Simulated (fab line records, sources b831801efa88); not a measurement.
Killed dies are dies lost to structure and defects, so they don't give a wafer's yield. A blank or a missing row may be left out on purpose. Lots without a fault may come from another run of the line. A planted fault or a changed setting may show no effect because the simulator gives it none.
A struck lot beside a sound one | flow sky130 | 28 steps out of a route of 708
Sound: wafers L773.1, L773.2, L773.3. Struck: wafers L779.1, L779.2, L779.3. The cause comes at the end.
At each step with rows: each side's tool, then ch and its chambers, then its first start. Under that, the readings that differ: sound wafers | struck wafers | difference of the means | sigmas: that difference in standard deviations of wafers without a fault.
alike: readings whose means differ by less than 2 such deviations, and words and numbers that are the same on both sides. not compared: withheld readings, readings that some wafer has no value for, bounds like >300 that may hide the same value, and numbers for which the record gives no deviation and whose values overlap.
The two part at a step that has a row with sigmas, a row that says differs or no value, or rows on one side only. Numbers that don't overlap but have no deviation are shown without sigmas and don't part them. A reading that every wafer of one side lacks parts them only if that side has two wafers or more.

first, 5 steps without rows for these wafers: SKY_SONOS_ONO_COAT_08 (resist thk 1140 nm); SKY_SONOS_ONO_SOFTBAKE_09 (time 60 s); SKY_SONOS_ONO_EXPOSE_10 (exposes mask ONOM, target cd 410 nm); SKY_SONOS_ONO_PEB_11; SKY_SONOS_ONO_DEVELOP_12 (develop time 60 s).
SKY_SONOS_ONO_CD_MEAS_13: target cd 410 nm.
  sound on cd_sem-01, day 16 16:08; struck on cd_sem-02, day 18 16:08
  alike: cd_nm
SKY_SONOS_ONO_OVL_MEAS_14:
  sound on overlay-01, day 16 16:16; struck on overlay-01, day 18 16:16
  alike: SONOS_ONO_OVL
SKY_SONOS_ONO_ETCH_15: etches the open film in CHF3/O2, target depth 19.52 nm, time 8.101 s.
  sound on rie_diel-02 ch 0,1,2, day 16 16:17; struck on rie_diel-04 ch 1,2,3, day 18 16:17
  alike: O2_flow_sccm, drypump_motor_current_A, oes_product_au, throttle_valve_pct
  not compared: rf_hours_counter_h
then, 1 step without rows for these wafers: SKY_SONOS_ONO_WET_ETCH_16 (etches SiO2 in dHF, target depth 14 nm, time 280 s).
SKY_SONOS_ONO_STRIP_17: strips in O2/N2.
  sound on plasma_asher-01 ch 0,1, day 16 16:24; struck on plasma_asher-03 ch 0,1, day 18 16:25
  alike: drypump_motor_current_A, oes_product_au, strip_time_to_endpoint_s
  not compared: rf_hours_counter_h
then, 2 steps without rows for these wafers: SKY_SONOS_ONO_WET_ETCH_18 (etches Si3N4 in H3PO4, target depth 15 nm, time 172 s); SKY_GATE_OXIDE_CLEAN_00 (cleans in SC1/SC2, time 150 s).
SKY_GATE_OXIDE_OXIDATION_01: stabilise 600 s, purge 300 s, target thk 10.268 nm.
  sound on furnace-01 ch 0, day 16 17:17; struck on furnace-01 ch 0, day 18 16:54
  reading                                           | sound             | struck            | difference | sigmas
  model.SiO2_of_GATE_OXIDE_OXIDATION_01.thk_nm (nm) | 10.18 10.29 10.07 | 9.552 9.584 9.719 | -0.562     |
  alike: spike_tc_centre_C, zone_power_centre_pct
SKY_GATE_OXIDE_THK_MEAS_02:
  sound on film_metro-04, day 16 18:41; struck on film_metro-04, day 18 18:32
  reading                          | sound             | struck         | difference | sigmas
  GATE_OXIDE_OXIDATION_00_THK (nm) | 10.13 10.29 10.04 | 9.55 9.58 9.71 | -0.54      | -3
  not compared: hold
then, 6 steps without rows for these wafers: SKY_GATE_OXIDE_HMDS_04 (prime time 60 s); SKY_GATE_OXIDE_COAT_05 (resist thk 1140 nm); SKY_GATE_OXIDE_SOFTBAKE_06 (time 58.68 s); SKY_GATE_OXIDE_EXPOSE_07 (exposes mask LVOM, target cd 600 nm); SKY_GATE_OXIDE_PEB_08; SKY_GATE_OXIDE_DEVELOP_09 (develop time 60 s).
SKY_GATE_OXIDE_OVL_MEAS_10:
  sound on overlay-02, day 17 23:47; struck on overlay-02, day 20 01:32
  alike: GATE_OXIDE_OVL
then, 2 steps without rows for these wafers: SKY_GATE_OXIDE_IMPLANT_11; SKY_GATE_OXIDE_WET_ETCH_12 (etches SiO2 in dHF, target depth 16.8 nm, time 336 s).
SKY_GATE_OXIDE_STRIP_13: strips in O2/N2.
  sound on plasma_asher-01 ch 0,1, day 18 00:05; struck on plasma_asher-04 ch 0,1, day 20 01:50
  alike: drypump_motor_current_A, oes_product_au, strip_time_to_endpoint_s
  not compared: rf_hours_counter_h
SKY_GATE_OXIDE_TW_MEAS_14:
  sound on film_metro-04, day 18 00:11; struck on film_metro-04, day 20 02:09
  alike: GATE_OXIDE_TW
  not compared: hold
SKY_GATE_OXIDE_OXIDATION_16: stabilise 600 s, purge 300 s, target thk 3.57 nm.
  sound on furnace-02 ch 0, day 18 00:17; struck on furnace-01 ch 0, day 20 05:05
  reading                                           | sound            | struck         | difference | sigmas
  model.SiO2_of_GATE_OXIDE_OXIDATION_01.thk_nm (nm) | 11.56 11.67 11.5 | 11 10.98 11.13 | -1         |
  alike: spike_tc_centre_C, zone_power_centre_pct
then, 1 step without rows for these wafers: SKY_POLY_GATE_CVD_00 (deposits poly-Si, target thk 180 nm, time 720 s).
-- the record jumps here: 30 days lie between the struck wafers' starts before and after (it left off in module POLY_GATE and takes up again in module PAD_OPEN, whose first step shown is number 708 of the route) --
SKY_PAD_OPEN_PROBE_99:
  sound on prober-02, day 48 16:49; struck on prober-02, day 49 20:27
  reading                                | sound                         | struck                       | difference | sigmas
  model.etest.nfet_16v.r_on_ohm_um       | 1.411e+04 1.418e+04 1.411e+04 | 1.36e+04 1.352e+04 1.363e+04 | -5.50e+02  |
  model.etest.tip_sonos.rs_ohm_sq        | 2645 2675 2643                | 2475 2509 2523               | -152       |
  model.etest.nfet_g5v0d10v5.r_on_ohm_um | 1855 1894 1867                | 1839 1819 1832               | -42        |
  model.etest.nfet_g5v0d10v5.drive_ua_um | 609.9 603.9 608.6             | 631.3 639.6 629.4            | +26.0      |
  model.etest.nfet_05v0_nvt.drive_ua_um  | 573 571 576.3                 | 603.5 609.5 601.4            | +31.4      |
  model.etest.pfet_g5v0d10v5.drive_ua_um | 348.3 342.9 344.5             | 348.9 352.3 349.3            | +4.9       |
  model.etest.nfet_16v.drive_ua_um       | 221.1 217.8 219.6             | 238 237.1 233.1              | +17        |
  alike: killed_at_M0_to_M3, killed_at_M4_up, killed_at_contacts, killed_at_front_end, killed_at_other, killed_dies, killed_open, killed_short
  not compared: model.etest.pfet_g5v0d10v5.r_on_ohm_um

WHERE THEY PART
Only at SKY_GATE_OXIDE_THK_MEAS_02, within this record. Later steps at which nothing parts them and some readings are alike: SKY_GATE_OXIDE_OVL_MEAS_10, SKY_GATE_OXIDE_STRIP_13, SKY_GATE_OXIDE_TW_MEAS_14, SKY_GATE_OXIDE_OXIDATION_16, SKY_PAD_OPEN_PROBE_99.

WHY: what the simulator had put in
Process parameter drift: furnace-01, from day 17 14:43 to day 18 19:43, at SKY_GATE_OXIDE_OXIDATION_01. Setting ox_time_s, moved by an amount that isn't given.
